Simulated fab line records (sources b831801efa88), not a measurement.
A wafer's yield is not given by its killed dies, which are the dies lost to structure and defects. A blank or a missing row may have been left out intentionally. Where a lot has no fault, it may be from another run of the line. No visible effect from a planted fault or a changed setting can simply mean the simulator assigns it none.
Code-filled problem report in 8D (eight disciplines) form | flow gf180mcu | the parts of the form that need people (team, actions taken, sign-off) are left out

## 1. THE ISSUE
M1_ALCU_RS at GF_M1_RS_MEAS_05 reads a mean of 0.0978 ohm/sq on 2 wafers of 2 lots; wafers without a fault read 0.0696 ohm/sq with a standard deviation of 0.00063. Measured from the usual mean, that is +45 standard deviations.
The step: measures by four-point-probe.
The first sign was on wafer L604.3 at day 19 22:30, on filmMetro-03. At this step, 18 wafers from 6 lots have a number in the record. The rule behind "out" and "out of limits": a value lying over 4 standard deviations away from the usual mean. The rest of the wafers with a number are treated as sound.

## 2. WHAT IT IS; WHAT IT IS NOT
question                    | is                         | is not
which readings at this step | M1_ALCU_RS                 | -
which lots                  | L604, L607                 | L594, L600, L611, L617
which wafers of those lots  | L604.3, L607.3             | L604.4, L604.6, L607.4, L607.5
read on which gauges        | filmMetro-03, filmMetro-04 | filmMetro-01
when                        | from day 19 22:30          | up to then (8 sound wafers); but 8 sound wafers of L607, L611, L617 came after

## 3. SUSPECTS, AND WHAT RULES EACH OUT
Counting: if a tool at a process step up to the reading ran every lot that is out, it stays a suspect. Sound lots after the first of them don't rule it out here, since some wafers of a struck lot are sound.
- the gauge at GF_M1_RS_MEAS_05: ruled out. 2 gauges (filmMetro-03, filmMetro-04) read the wafers that are out.
- cvdW-01 at GF_CONTACT_CVD_24 (deposits W, target thk 300 nm, time 90.339 s): kept. It ran every lot that is out, first L604 (day 19 21:41).
- pvdSputter-02 at GF_M1_SPUTTER_02 (material AlCu, target thk 450 nm, time 23.9 s): kept. Every lot that is out went through it, the first being L604 (day 19 22:22); the last sound lot it ran before that was L600 (day 18 09:46).
- pvdSputter-02 at GF_M1_SPUTTER_03 (material Ti, target thk 10 nm, time 6.7 s): kept. Every lot that is out went through it, the first being L604 (day 19 22:24); the last sound lot it ran before that was L600 (day 18 09:48).
- pvdSputter-02 at GF_M1_SPUTTER_04 (material TiN, target thk 50 nm, time 41.7 s): kept. Every lot that is out went through it, the first being L604 (day 19 22:25); the last sound lot it ran before that was L600 (day 18 09:49).
Left after counting: cvdW-01 at GF_CONTACT_CVD_24, pvdSputter-02 at GF_M1_SPUTTER_02, pvdSputter-02 at GF_M1_SPUTTER_03, pvdSputter-02 at GF_M1_SPUTTER_04.

## 4. THE CAUSE (what the simulator had put in)
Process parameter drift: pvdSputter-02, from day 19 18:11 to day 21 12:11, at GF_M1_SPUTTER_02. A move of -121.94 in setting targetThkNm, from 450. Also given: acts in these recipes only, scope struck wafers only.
Counting leaves 4 suspects; this tool is one of them.

## 5. THE EFFECT CHAIN, in route order
Each row: a reading whose mean over the struck wafers that have a number lies more than 3 standard deviations from the usual. Only readings for which the record gives a usual standard deviation are gone through. hours: the time from each lot's start at the first step in this table that gives one to its start at this step, as a median over the lots. sigmas: the change in usual standard deviations.
hours | step                | reading          | usual         | on struck wafers | change  | sigmas
0     | GF_M1_RS_MEAS_05    | M1_ALCU_RS       | 0.0696 ohm/sq | 0.0978           | +0.0282 | +45
0     | GF_M1_THK_MEAS_06   | M1_ALCU_THK      | 440 nm        | 316              | -124    | -27
24    | GF_M1_METAL_ETCH_16 | oesProductAu     | 0.972 a.u.    | 0.851            | -0.121  | -23
24    | GF_M1_METAL_ETCH_16 | throttleValvePct | 28.252 %      | 28.393           | +0.141  | +12
Here are the process steps it includes:
- GF_M1_METAL_ETCH_16: etches the open film in Cl2/BCl3, stops on SiO2, target depth 627.5 nm, time 104.6 s.
At these later measuring or inspecting steps, every struck wafer for which the step has a row has a number for every such reading, and none has moved that far: GF_M1_CD_MEAS_14, GF_M1_OVL_MEAS_15.

## 6. WHAT WOULD HAVE CAUGHT IT SOONER
Counted from the fault's start at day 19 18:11, it took 4 hours until the first out-of-limits reading at a measuring or inspecting step in this record, taken at day 19 22:30.
Of the tool readings at GF_M1_SPUTTER_02 for which the record gives a usual standard deviation, none was out on any struck wafer, so an alarm limit of 4 standard deviations on them would not have fired.
Lots out: 2; of these, L607 started GF_M1_SPUTTER_02 on pvdSputter-02 after day 19 22:30. A hold on the tool at that time would have spared it.
